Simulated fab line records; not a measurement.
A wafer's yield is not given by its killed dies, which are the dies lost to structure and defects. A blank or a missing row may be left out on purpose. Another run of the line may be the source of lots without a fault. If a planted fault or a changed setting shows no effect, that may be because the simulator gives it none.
fab line records -- flow sky130 -- part 1 of 2: steps 1 to 26 of 37
record: lots: 5, wafers: 15, last_day: 50
route steps=708 shown METAL2@488 VIA2@507
lots that met no fault: taken from a fault-free run of the same line
start_h: hours from the record's opening day to when the first of the lot's shown wafers began -- wait_h: time in hours since the lot's previous step -- " identical to the entry in the row above -- L1.1+2: several wafers, shown together as one row -- - no value, or no start given -- * or withheld: withheld -- < > ~ a bound
route shown NAME@n: names a module that has steps shown in the file, with the first one's number in the route -- usual: mean and standard deviation over wafers with no fault -- same: alike in all rows -- chamber/n: place in a boat -- sites: each site's reading -- _std_site: the values' standard deviation -- _edge_site: the outer-site mean with the inner-site mean subtracted -- radius_mm: how far each site lies from the wafer's centre -- mask NAME#n: copy n -- behind: the tool/chamber that last shaped the wafer -- hold: why the lot went on hold/how many hours it stayed there/how the hold came to an end -- device: the n, p or np transistor that did not switch -- end of line: tests run on the same wafers once the route is complete -- where a step has no rows: the recipe by itself -- killed: count of dies lost to structure and defects at first sort (not the wafer's yield) -- map: per-die view of a wafer (x killed, . not killed, _ where there is no die)
set.NAME: the run value of the setting; set.NAME@STEP: its run value at that earlier step -- model.NAME: the simulator's own value behind a step, which no gauge read
lots at some steps of the route; a table a step, a row a wafer
services: the hour from which a tool's chamber was out of use, counted from the record's first day as start_h (under 0 if before that day), plus the number of hours and why
== steps ==
step: SKY_METAL2_RS_MEAS_05
recipe: thk_meas_gauge: four-point-probe, reads: TiN_of_METAL2_SPUTTER_04+Ti_of_METAL2_SPUTTER_03+AlCu_of_METAL2_SPUTTER_02+TiN_of_METAL2_SPUTTER_01+Ti_of_METAL2_SPUTTER_00
usual: METAL2_ALCU_RS: 0.1266/0.0015
lot.wafer,tool,chamber,start_h,wait_h,METAL2_ALCU_RS[ohm/sq]
L076.1,film_metro-02,-,804.28,0.0,0.1258
L076.3,film_metro-02,-,804.28,0.0,0.1245
L076.5,film_metro-02,-,804.28,0.0,0.1264
L082.1,film_metro-04,-,860.09,0.0,0.1290
L082.3,film_metro-04,-,860.09,0.0,0.1285
L082.5,film_metro-04,-,860.09,0.0,0.1286
L084.1,film_metro-03,-,874.46,0.0,0.1267
L084.2,film_metro-03,-,874.46,0.0,0.1314
L084.6,film_metro-03,-,874.46,0.0,0.1281
L089.2,film_metro-03,-,911.84,0.0,0.1269
L089.3,film_metro-03,-,911.84,0.0,0.1276
L089.5,film_metro-03,-,911.84,0.0,0.1265
L097.1,film_metro-02,-,960.05,0.1,0.1254
L097.4,film_metro-02,-,960.05,0.1,0.1265
L097.5,film_metro-02,-,960.05,0.1,0.1260
step: SKY_METAL2_THK_MEAS_06
recipe: thk_meas_gauge: xrf, reads: AlCu_of_METAL2_SPUTTER_02
usual: METAL2_ALCU_THK: 255.7/2.8
lot.wafer,tool,chamber,start_h,wait_h,METAL2_ALCU_THK[nm]
L076.1,film_metro-02,-,804.40,0.1,256.5
L076.3,film_metro-02,-,804.40,0.1,259.6
L076.5,film_metro-02,-,804.40,0.1,253.1
L082.1,film_metro-04,-,860.21,0.1,250.4
L082.3,film_metro-04,-,860.21,0.1,252.0
L082.5,film_metro-04,-,860.21,0.1,252.0
L084.1,film_metro-03,-,874.58,0.1,257.1
L084.2,film_metro-03,-,874.58,0.1,246.7
L084.6,film_metro-03,-,874.58,0.1,251.4
L089.2,film_metro-03,-,911.95,0.1,254.9
L089.3,film_metro-03,-,911.95,0.1,255.1
L089.5,film_metro-03,-,911.95,0.1,257.5
L097.1,film_metro-02,-,960.17,0.1,256.8
L097.4,film_metro-02,-,960.17,0.1,256.1
L097.5,film_metro-02,-,960.17,0.1,256.2
step: SKY_METAL2_DEHYDRATE_07
recipe: temp_c: 200, time_s: 60
usual: exhaust_pa: 45.1/0.84
lot.wafer,tool,chamber,start_h,wait_h,exhaust_pa
L076.1,litho_track-02,0,817.51,13.1,44.6
L076.3,litho_track-02,0,817.51,13.1,43.4
L076.5,litho_track-02,0,817.51,13.1,44.1
L082.1,litho_track-02,0,872.46,12.2,45.3
L082.3,litho_track-02,0,872.46,12.2,44.4
L082.5,litho_track-02,0,872.46,12.2,45.0
L084.1,litho_track-02,0,886.06,11.5,45.8
L084.2,litho_track-02,0,886.06,11.5,45.9
L084.6,litho_track-02,0,886.06,11.5,44.9
L089.2,litho_track-01,0,923.51,11.5,45.3
L089.3,litho_track-01,0,923.51,11.5,45.7
L089.5,litho_track-01,0,923.51,11.5,44.8
L097.1,litho_track-03,0,970.86,10.7,44.8
L097.4,litho_track-03,0,970.86,10.7,45.2
L097.5,litho_track-03,0,970.86,10.7,44.5
step: SKY_METAL2_HMDS_08
recipe: prime_time_s: 60, prime_temp_c: 120
usual: exhaust_pa: 45.2/0.72
lot.wafer,tool,chamber,start_h,wait_h,exhaust_pa
L076.1,litho_track-02,0,817.66,0.1,46.3
L076.3,litho_track-02,0,817.66,0.1,46.6
L076.5,litho_track-02,0,817.66,0.1,45.0
L082.1,litho_track-02,0,872.61,0.1,45.6
L082.3,litho_track-02,0,872.61,0.1,45.4
L082.5,litho_track-02,0,872.61,0.1,44.9
L084.1,litho_track-02,0,886.21,0.1,44.4
L084.2,litho_track-02,0,886.21,0.1,44.7
L084.6,litho_track-02,0,886.21,0.1,43.7
L089.2,litho_track-01,0,923.66,0.1,46.7
L089.3,litho_track-01,0,923.66,0.1,45.1
L089.5,litho_track-01,0,923.66,0.1,45.5
L097.1,litho_track-03,0,971.01,0.1,45.6
L097.4,litho_track-03,0,971.01,0.1,45.9
L097.5,litho_track-03,0,971.01,0.1,44.9
step: SKY_METAL2_COAT_09
recipe: resist: BARC, temp_c: withheld, time_s: withheld, spin_rpm: 3000, resist_thk_nm: 60
usual: exhaust_pa: 45.0/0.85
lot.wafer,tool,chamber,start_h,wait_h,exhaust_pa
L076.1,litho_track-02,0,817.81,0.1,44.1
L076.3,litho_track-02,0,817.81,0.1,44.9
L076.5,litho_track-02,0,817.81,0.1,44.3
L082.1,litho_track-02,0,872.76,0.1,45.0
L082.3,litho_track-02,0,872.76,0.1,45.3
L082.5,litho_track-02,0,872.76,0.1,43.4
L084.1,litho_track-02,0,886.36,0.1,44.3
L084.2,litho_track-02,0,886.36,0.1,46.3
L084.6,litho_track-02,0,886.36,0.1,46.2
L089.2,litho_track-01,0,923.81,0.1,44.6
L089.3,litho_track-01,0,923.81,0.1,44.6
L089.5,litho_track-01,0,923.81,0.1,45.9
L097.1,litho_track-03,0,971.16,0.1,44.9
L097.4,litho_track-03,0,971.16,0.1,45.3
L097.5,litho_track-03,0,971.16,0.1,45.4
step: SKY_METAL2_COAT_10
recipe: resist: KrF-thick, spin_rpm: 3000, resist_thk_nm: 453.5
usual: exhaust_pa: 45.1/0.98
lot.wafer,tool,chamber,start_h,wait_h,exhaust_pa
L076.1,litho_track-02,0,-,-,44.9
L076.3,litho_track-02,0,-,-,44.7
L076.5,litho_track-02,0,-,-,43.9
L082.1,litho_track-02,0,-,-,44.5
L082.3,litho_track-02,0,-,-,45.0
L082.5,litho_track-02,0,-,-,44.6
L084.1,litho_track-02,0,-,-,44.7
L084.2,litho_track-02,0,-,-,45.9
L084.6,litho_track-02,0,-,-,45.5
L089.2,litho_track-01,0,-,-,45.6
L089.3,litho_track-01,0,-,-,46.9
L089.5,litho_track-01,0,-,-,48.8
L097.1,litho_track-03,0,-,-,45.7
L097.4,litho_track-03,0,-,-,45.2
L097.5,litho_track-03,0,-,-,44.7
step: SKY_METAL2_SOFTBAKE_11
recipe: temp_c: 100, time_s: 90, resist: KrF-thick
usual: exhaust_pa: 45.0/0.91
lot.wafer,tool,chamber,start_h,wait_h,exhaust_pa
L076.1,litho_track-02,0,-,-,44.7
L076.3,litho_track-02,0,-,-,44.9
L076.5,litho_track-02,0,-,-,44.8
L082.1,litho_track-02,0,-,-,46.1
L082.3,litho_track-02,0,-,-,45.8
L082.5,litho_track-02,0,-,-,45.7
L084.1,litho_track-02,0,-,-,45.8
L084.2,litho_track-02,0,-,-,44.9
L084.6,litho_track-02,0,-,-,46.8
L089.2,litho_track-01,0,-,-,43.9
L089.3,litho_track-01,0,-,-,43.4
L089.5,litho_track-01,0,-,-,44.8
L097.1,litho_track-03,0,-,-,47.9
L097.4,litho_track-03,0,-,-,46.2
L097.5,litho_track-03,0,-,-,46.1
step: SKY_METAL2_EXPOSE_12
recipe: mask_id: MM2, na: 0.8, source_shape: annular, sigma_inner: 0.55, sigma_outer: 0.85, target_cd_nm: 140, dose_mj: 28
lot.wafer,tool,chamber,start_h,wait_h,mask
L076.1+3+5,krf_scanner-01,0,-,-,MM2#0
L082.1+3+5,krf_scanner-01,0,-,-,MM2#0
L084.1+2+6,krf_scanner-02,0,-,-,MM2#0
L089.2+3+5,krf_scanner-02,0,-,-,MM2#0
L097.1+4+5,krf_scanner-01,0,-,-,MM2#0
step: SKY_METAL2_PEB_13
recipe: peb_temp_c: withheld, peb_time_s: withheld, resist: KrF-thick
usual: exhaust_pa: 45.2/0.96
lot.wafer,tool,chamber,start_h,wait_h,exhaust_pa
L076.1,litho_track-02,0,-,-,45.7
L076.3,litho_track-02,0,-,-,46.7
L076.5,litho_track-02,0,-,-,44.9
L082.1,litho_track-03,0,-,-,46.2
L082.3,litho_track-03,0,-,-,45.8
L082.5,litho_track-03,0,-,-,45.1
L084.1,litho_track-03,0,-,-,45.1
L084.2,litho_track-03,0,-,-,45.8
L084.6,litho_track-03,0,-,-,45.0
L089.2,litho_track-03,0,-,-,45.9
L089.3,litho_track-03,0,-,-,45.6
L089.5,litho_track-03,0,-,-,46.5
L097.1,litho_track-03,0,-,-,45.3
L097.4,litho_track-03,0,-,-,44.9
L097.5,litho_track-03,0,-,-,45.8
step: SKY_METAL2_DEVELOP_14
recipe: develop_time_s: 60, resist: KrF-thick, dev_temp_c: 21
usual: exhaust_pa: 44.8/0.79
lot.wafer,tool,chamber,start_h,wait_h,exhaust_pa
L076.1,litho_track-02,0,-,-,44.7
L076.3,litho_track-02,0,-,-,43.3
L076.5,litho_track-02,0,-,-,45.2
L082.1,litho_track-03,0,-,-,44.3
L082.3,litho_track-03,0,-,-,45.0
L082.5,litho_track-03,0,-,-,44.3
L084.1,litho_track-03,0,-,-,46.0
L084.2,litho_track-03,0,-,-,45.0
L084.6,litho_track-03,0,-,-,46.0
L089.2,litho_track-03,0,-,-,44.9
L089.3,litho_track-03,0,-,-,45.3
L089.5,litho_track-03,0,-,-,44.8
L097.1,litho_track-03,0,-,-,45.0
L097.4,litho_track-03,0,-,-,43.0
L097.5,litho_track-03,0,-,-,42.7
step: SKY_METAL2_CD_MEAS_15
recipe: target_cd_nm: 140
usual: cd_nm: 140.0/1.4
lot.wafer,tool,chamber,start_h,wait_h,cd_nm
L076.1,cd_sem-01,-,831.01,-,140.2
L076.3,cd_sem-01,-,831.01,-,141.6
L076.5,cd_sem-01,-,831.01,-,140.9
L082.1,cd_sem-01,-,885.36,-,140.5
L082.3,cd_sem-01,-,885.36,-,140.8
L082.5,cd_sem-01,-,885.36,-,140.7
L084.1,cd_sem-02,-,900.41,-,137.5
L084.2,cd_sem-02,-,900.41,-,137.7
L084.6,cd_sem-02,-,900.41,-,136.4
L089.2,cd_sem-01,-,936.18,-,139.6
L089.3,cd_sem-01,-,936.18,-,140.1
L089.5,cd_sem-01,-,936.18,-,139.6
L097.1,cd_sem-02,-,983.96,-,143.3
L097.4,cd_sem-02,-,983.96,-,143.4
L097.5,cd_sem-02,-,983.96,-,142.7
step: SKY_METAL2_OVL_MEAS_16
usual: METAL2_OVL: 1/5.4
lot.wafer,tool,chamber,start_h,wait_h,METAL2_OVL[nm]
L076.1,overlay-01,-,831.13,0.1,0
L076.3,overlay-01,-,831.13,0.1,2
L076.5,overlay-01,-,831.13,0.1,6
L082.1,overlay-02,-,885.48,0.1,1
L082.3,overlay-02,-,885.48,0.1,5
L082.5,overlay-02,-,885.48,0.1,8
L084.1,overlay-01,-,900.53,0.1,4
L084.2,overlay-01,-,900.53,0.1,-2
L084.6,overlay-01,-,900.53,0.1,-9
L089.2,overlay-02,-,936.29,0.1,-2
L089.3,overlay-02,-,936.29,0.1,7
L089.5,overlay-02,-,936.29,0.1,-6
L097.1,overlay-02,-,984.08,0.1,9
L097.4,overlay-02,-,984.08,0.1,10
L097.5,overlay-02,-,984.08,0.1,5
step: SKY_METAL2_DESCUM_17
recipe: chemistry: O2, source_power_w: 150, bias_power_w: 0, pressure_mtorr: 10, temp_c: 40, time_s: 8
usual: drypump_motor_current_A: 5.45/0.21, oes_product_au: 1.003/0.011
same: bias_power_w: 0
lot.wafer,tool,chamber,start_h,wait_h,drypump_motor_current_A,oes_product_au,rf_hours_counter_h
L076.1,rie_metal-03,0,831.17,0.0,5.60,0.999,3
L076.3,rie_metal-03,0,831.17,0.0,5.59,0.994,-
L076.5,rie_metal-03,1,831.17,0.0,5.61,1.008,-
L082.1,rie_metal-01,1,885.52,0.0,5.24,1.026,8
L082.3,rie_metal-01,1,885.52,0.0,5.26,1.012,-
L082.5,rie_metal-01,1,885.52,0.0,5.26,1.016,-
L084.1,rie_metal-01,1,900.57,0.0,5.25,1.006,9
L084.2,rie_metal-01,0,900.57,0.0,5.12,1.002,0
L084.6,rie_metal-01,0,900.57,0.0,5.12,0.989,-
L089.2,rie_metal-02,0,936.32,0.0,5.69,1.011,18
L089.3,rie_metal-02,0,936.32,0.0,5.69,1.000,-
L089.5,rie_metal-02,0,936.32,0.0,5.66,0.999,-
L097.1,rie_metal-01,0,984.12,0.0,5.11,1.006,6
L097.4,rie_metal-01,0,984.12,0.0,5.11,1.004,-
L097.5,rie_metal-01,0,984.12,0.0,5.11,1.008,-
step: SKY_METAL2_ETCH_18
recipe: chemistry: N2/H2, target: BARC, ion_energy_ev: 200, bias_w: 100, pressure_mtorr: 30, n2_flow_sccm: 100, h2_flow_sccm: 200, icp_w: 500, stop_on: SiO2, time_s: 45.9, target_depth_a: 600
usual: drypump_motor_current_A: 5.47/0.21, oes_product_au: 0.853/0.0045, throttle_valve_pct: 13.226/0.008
lot.wafer,tool,chamber,start_h,wait_h,drypump_motor_current_A,oes_product_au,rf_hours_counter_h,throttle_valve_pct
L076.1,rie_metal-03,0,831.20,0.0,5.61,0.840,3,13.225
L076.3,rie_metal-03,0,831.20,0.0,5.62,0.851,-,13.217
L076.5,rie_metal-03,1,831.20,0.0,5.63,0.857,-,13.232
L082.1,rie_metal-01,1,885.58,0.1,5.26,0.850,8,13.220
L082.3,rie_metal-01,1,885.58,0.1,5.26,0.862,-,13.240
L082.5,rie_metal-01,1,885.58,0.1,5.25,0.849,-,13.213
L084.1,rie_metal-01,1,900.60,0.0,5.25,0.844,9,13.224
L084.2,rie_metal-01,0,900.60,0.0,5.12,0.855,0,13.227
L084.6,rie_metal-01,0,900.60,0.0,5.12,0.861,-,13.221
L089.2,rie_metal-02,0,936.35,0.0,5.67,0.847,18,13.219
L089.3,rie_metal-02,0,936.35,0.0,5.68,0.851,-,13.233
L089.5,rie_metal-02,0,936.35,0.0,5.69,0.848,-,13.235
L097.1,rie_metal-01,0,984.18,0.1,5.13,0.851,6,13.242
L097.4,rie_metal-01,0,984.18,0.1,5.13,0.858,-,13.232
L097.5,rie_metal-01,0,984.18,0.1,5.15,0.849,-,13.212
step: SKY_METAL2_METAL_ETCH_19
recipe: target_depth_a: 3600, stop_on: SiO2, over_etch_frac: 0.3, time_s: 78, chemistry: Cl2/BCl3, resist_sidewall_deg: 88, pressure_mtorr: 10, icp_w: 900, bias_w: 48.5, Cl2_flow_sccm: 60, bcl3_flow_sccm: 30
usual: drypump_motor_current_A: 5.45/0.21, oes_product_au: 0.855/0.0054, throttle_valve_pct: 22.264/0.009
lot.wafer,tool,chamber,start_h,wait_h,drypump_motor_current_A,oes_product_au,rf_hours_counter_h,throttle_valve_pct
L076.1,rie_metal-03,0,831.26,0.0,5.62,0.852,3,22.267
L076.3,rie_metal-03,0,831.26,0.0,5.61,0.865,-,22.261
L076.5,rie_metal-03,1,831.26,0.0,5.60,0.855,-,22.250
L082.1,rie_metal-01,1,885.71,0.1,5.25,0.853,8,22.281
L082.3,rie_metal-01,1,885.71,0.1,5.26,0.851,-,22.273
L082.5,rie_metal-01,1,885.71,0.1,5.26,0.852,-,22.274
L084.1,rie_metal-01,1,900.66,0.0,5.24,0.857,9,22.271
L084.2,rie_metal-01,0,900.66,0.0,5.12,0.838,0,22.259
L084.6,rie_metal-01,0,900.66,0.0,5.12,0.850,-,22.257
L089.2,rie_metal-02,0,936.41,0.0,5.70,0.849,18,22.261
L089.3,rie_metal-02,0,936.41,0.0,5.68,0.854,-,22.260
L089.5,rie_metal-02,0,936.41,0.0,5.70,0.857,-,22.264
L097.1,rie_metal-01,0,984.31,0.1,5.12,0.857,6,22.273
L097.4,rie_metal-01,0,984.31,0.1,5.12,0.860,-,22.266
L097.5,rie_metal-01,0,984.31,0.1,5.10,0.859,-,22.271
step: SKY_METAL2_STRIP_20
recipe: chemistry: O2/N2, power_w: 1400, pressure_mtorr: 1500, platen_temp_c: withheld, o2_flow_sccm: 3000, n2_flow_sccm: 300, overash_fraction: 0.5
usual: drypump_motor_current_A: 5.4/0.64, oes_product_au: 0.344/0.0048, strip_time_to_endpoint_s: 2.72/0.041
same: overash_fraction: 0.5
lot.wafer,tool,chamber,start_h,wait_h,drypump_motor_current_A,oes_product_au,rf_hours_counter_h,strip_time_to_endpoint_s
L076.1,plasma_asher-02,0,831.35,0.1,5.8,0.342,9,2.74
L076.3,plasma_asher-02,0,831.35,0.1,5.8,0.341,-,2.78
L076.5,plasma_asher-02,0,831.35,0.1,5.8,0.343,-,2.71
L082.1,plasma_asher-01,0,885.89,0.1,4.9,0.334,36,2.69
L082.3,plasma_asher-01,1,885.89,0.1,5.0,0.351,-,2.67
L082.5,plasma_asher-01,0,885.89,0.1,4.9,0.346,-,2.68
L084.1,plasma_asher-01,1,900.75,0.1,5.0,0.339,38,2.70
L084.2,plasma_asher-01,0,900.75,0.1,4.8,0.344,38,2.74
L084.6,plasma_asher-01,0,900.75,0.1,4.8,0.335,-,2.76
L089.2,plasma_asher-01,0,936.50,0.1,4.8,0.336,42,2.71
L089.3,plasma_asher-01,0,936.50,0.1,4.8,0.339,-,2.76
L089.5,plasma_asher-01,1,936.50,0.1,5.0,0.354,-,2.77
L097.1,plasma_asher-02,1,984.49,0.1,6.4,0.349,25,2.75
L097.4,plasma_asher-02,0,984.49,0.1,5.8,0.342,-,2.77
L097.5,plasma_asher-02,1,984.49,0.1,6.5,0.339,-,2.74
step: SKY_METAL2_STRIP_21
recipe: chemistry: post_etch_residue_remover, time_s: 1200, temp_c: 72.5
lot.wafer,tool,chamber,start_h,wait_h
L076.1+3+5,wet_bench-04,3,831.45,0.1
L082.1+3+5,wet_bench-03,1,885.99,0.1
L084.1+2+6,wet_bench-03,2,900.85,0.1
L089.2+3+5,wet_bench-03,2,936.60,0.1
L097.1+4+5,wet_bench-01,3,984.59,0.1
step: SKY_METAL2_CLEAN_22
recipe: chemistry: IPA, time_s: 180, temp_c: 25
lot.wafer,tool,chamber,start_h,wait_h
L076.1+3+5,wet_bench-03,0,832.14,0.0
L082.1+3+5,wet_bench-01,2,886.33,0.0
L084.1+2+6,wet_bench-04,1,901.20,0.0
L089.2+3+5,wet_bench-01,0,936.95,0.0
L097.1+4+5,wet_bench-04,0,984.96,0.0
step: SKY_METAL2_CLEAN_23
recipe: chemistry: O3/DIW, dry: n2_spin
lot.wafer,tool,chamber,start_h,wait_h
L076.1+3+5,wet_bench-04,3,832.19,0.0
L082.1+3+5,wet_bench-03,1,886.39,0.0
L084.1+2+6,wet_bench-03,0,901.25,0.0
L089.2+3+5,wet_bench-03,3,937.00,0.0
L097.1+4+5,wet_bench-01,2,985.02,0.0
step: SKY_VIA2_HDPCVD_00
recipe: material: SiO2, target_thk_nm: 1180, sigma_open_frac: 0.3, time_s: 196.7, temp_c: 400, sih4_flow_sccm: 60, pressure_mtorr: 6
lot.wafer,tool,chamber,start_h,wait_h
L076.1+3+5,hdpcvd-01,"0,2,0",832.38,0.0
L082.1+3+5,hdpcvd-01,"2,0,1",886.48,0.0
L084.1+2+6,hdpcvd-02,"1,0,1",901.35,0.0
L089.2+3+5,hdpcvd-02,"2,1,1",937.10,0.0
L097.1+4+5,hdpcvd-02,"1,2,1",985.12,0.0
step: SKY_VIA2_THK_MEAS_01
recipe: reads: SiO2_of_VIA2_HDPCVD_00
usual: VIA2_HDPCVD_THK: 1178/13
lot.wafer,tool,chamber,start_h,wait_h,VIA2_HDPCVD_THK[nm]
L076.1,film_metro-02,-,832.50,0.1,1185
L076.3,film_metro-02,-,832.50,0.1,1163
L076.5,film_metro-02,-,832.50,0.1,1178
L082.1,film_metro-03,-,886.61,0.1,1156
L082.3,film_metro-03,-,886.61,0.1,1174
L082.5,film_metro-03,-,886.61,0.1,1192
L084.1,film_metro-02,-,901.47,0.1,1175
L084.2,film_metro-02,-,901.47,0.1,1186
L084.6,film_metro-02,-,901.47,0.1,1171
L089.2,film_metro-03,-,937.23,0.1,1163
L089.3,film_metro-03,-,937.23,0.1,1166
L089.5,film_metro-03,-,937.23,0.1,1162
L097.1,film_metro-01,-,985.25,0.1,1154
L097.4,film_metro-01,-,985.25,0.1,1184
L097.5,film_metro-01,-,985.25,0.1,1161
step: SKY_VIA2_CMP_02
recipe: material: SiO2, down_force_psi: 4, platen_rpm: 60, pad_velocity_m_s: 0.94248
usual: motor_current_A: 11.5/1.3
lot.wafer,tool,chamber,start_h,wait_h,motor_current_A
L076.3,cmp-02,2,832.61,0.1,9.9
L076.1,cmp-02,3,832.61,0.1,11.7
L076.5,cmp-02,1,832.61,0.1,12.3
L082.3,cmp-02,1,886.72,0.1,11.7
L082.1,cmp-02,3,886.72,0.1,11.1
L082.5,cmp-02,1,886.72,0.1,11.3
L084.2,cmp-02,3,901.58,0.1,11.3
L084.1,cmp-02,1,901.58,0.1,10.6
L084.6,cmp-02,2,901.58,0.1,10.6
L089.3,cmp-02,0,937.38,0.1,10.6
L089.2,cmp-02,1,937.38,0.1,11.2
L089.5,cmp-02,2,937.38,0.1,10.4
L097.4,cmp-02,1,985.36,0.1,12.2
L097.1,cmp-02,2,985.36,0.1,10.4
L097.5,cmp-02,0,985.36,0.1,10.7
step: SKY_VIA2_BOW_MEAS_03
recipe: mode: bow
usual: VIA2_BOW: 87/7.2
lot.wafer,tool,chamber,start_h,wait_h,VIA2_BOW[um]
L076.1,film_metro-03,-,832.86,0.1,91
L076.3,film_metro-03,-,832.86,0.1,88
L076.5,film_metro-03,-,832.86,0.1,85
L082.1,film_metro-03,-,886.97,0.1,87
L082.3,film_metro-03,-,886.97,0.1,98
L082.5,film_metro-03,-,886.97,0.1,93
L084.1,film_metro-01,-,901.83,0.1,82
L084.2,film_metro-01,-,901.83,0.1,102
L084.6,film_metro-01,-,901.83,0.1,86
L089.2,film_metro-01,-,937.60,0.1,90
L089.3,film_metro-01,-,937.60,0.1,83
L089.5,film_metro-01,-,937.60,0.1,89
L097.1,film_metro-03,-,985.61,0.1,75
L097.4,film_metro-03,-,985.61,0.1,83
L097.5,film_metro-03,-,985.61,0.1,70
step: SKY_VIA2_DEHYDRATE_04
recipe: temp_c: 200, time_s: 60
usual: exhaust_pa: 44.7/0.9
lot.wafer,tool,chamber,start_h,wait_h,exhaust_pa
L076.1,litho_track-04,0,845.86,13.0,45.7
L076.3,litho_track-04,0,845.86,13.0,45.3
L076.5,litho_track-04,0,845.86,13.0,45.3
L082.1,litho_track-04,0,900.16,13.2,44.8
L082.3,litho_track-04,0,900.16,13.2,46.1
L082.5,litho_track-04,0,900.16,13.2,46.2
L084.1,litho_track-04,0,913.11,11.3,45.9
L084.2,litho_track-04,0,913.11,11.3,45.5
L084.6,litho_track-04,0,913.11,11.3,44.7
L089.2,litho_track-01,0,949.86,12.2,43.5
L089.3,litho_track-01,0,949.86,12.2,43.2
L089.5,litho_track-01,0,949.86,12.2,42.8
L097.1,litho_track-01,0,996.24,10.6,45.9
L097.4,litho_track-01,0,996.24,10.6,45.6
L097.5,litho_track-01,0,996.24,10.6,46.0
step: SKY_VIA2_HMDS_05
recipe: prime_time_s: 60, prime_temp_c: 120
usual: exhaust_pa: 45.0/0.94
lot.wafer,tool,chamber,start_h,wait_h,exhaust_pa
L076.1,litho_track-04,0,846.01,0.1,46.7
L076.3,litho_track-04,0,846.01,0.1,45.2
L076.5,litho_track-04,0,846.01,0.1,45.3
L082.1,litho_track-04,0,900.31,0.1,45.7
L082.3,litho_track-04,0,900.31,0.1,46.1
L082.5,litho_track-04,0,900.31,0.1,45.0
L084.1,litho_track-04,0,913.26,0.1,43.8
L084.2,litho_track-04,0,913.26,0.1,44.0
L084.6,litho_track-04,0,913.26,0.1,44.7
L089.2,litho_track-01,0,950.01,0.1,45.0
L089.3,litho_track-01,0,950.01,0.1,44.2
L089.5,litho_track-01,0,950.01,0.1,44.4
L097.1,litho_track-01,0,996.39,0.1,44.4
L097.4,litho_track-01,0,996.39,0.1,44.2
L097.5,litho_track-01,0,996.39,0.1,43.7
step: SKY_VIA2_COAT_06
recipe: resist: BARC, temp_c: withheld, time_s: withheld, spin_rpm: 3000, resist_thk_nm: 60
usual: exhaust_pa: 45.0/0.87
lot.wafer,tool,chamber,start_h,wait_h,exhaust_pa
L076.1,litho_track-04,0,846.16,0.1,45.1
L076.3,litho_track-04,0,846.16,0.1,45.2
L076.5,litho_track-04,0,846.16,0.1,44.9
L082.1,litho_track-04,0,900.46,0.1,45.8
L082.3,litho_track-04,0,900.46,0.1,45.1
L082.5,litho_track-04,0,900.46,0.1,46.2
L084.1,litho_track-04,0,913.41,0.1,45.3
L084.2,litho_track-04,0,913.41,0.1,46.2
L084.6,litho_track-04,0,913.41,0.1,46.0
L089.2,litho_track-01,0,950.16,0.1,44.2
L089.3,litho_track-01,0,950.16,0.1,42.7
L089.5,litho_track-01,0,950.16,0.1,43.0
L097.1,litho_track-01,0,996.54,0.1,44.8
L097.4,litho_track-01,0,996.54,0.1,44.9
L097.5,litho_track-01,0,996.54,0.1,45.3
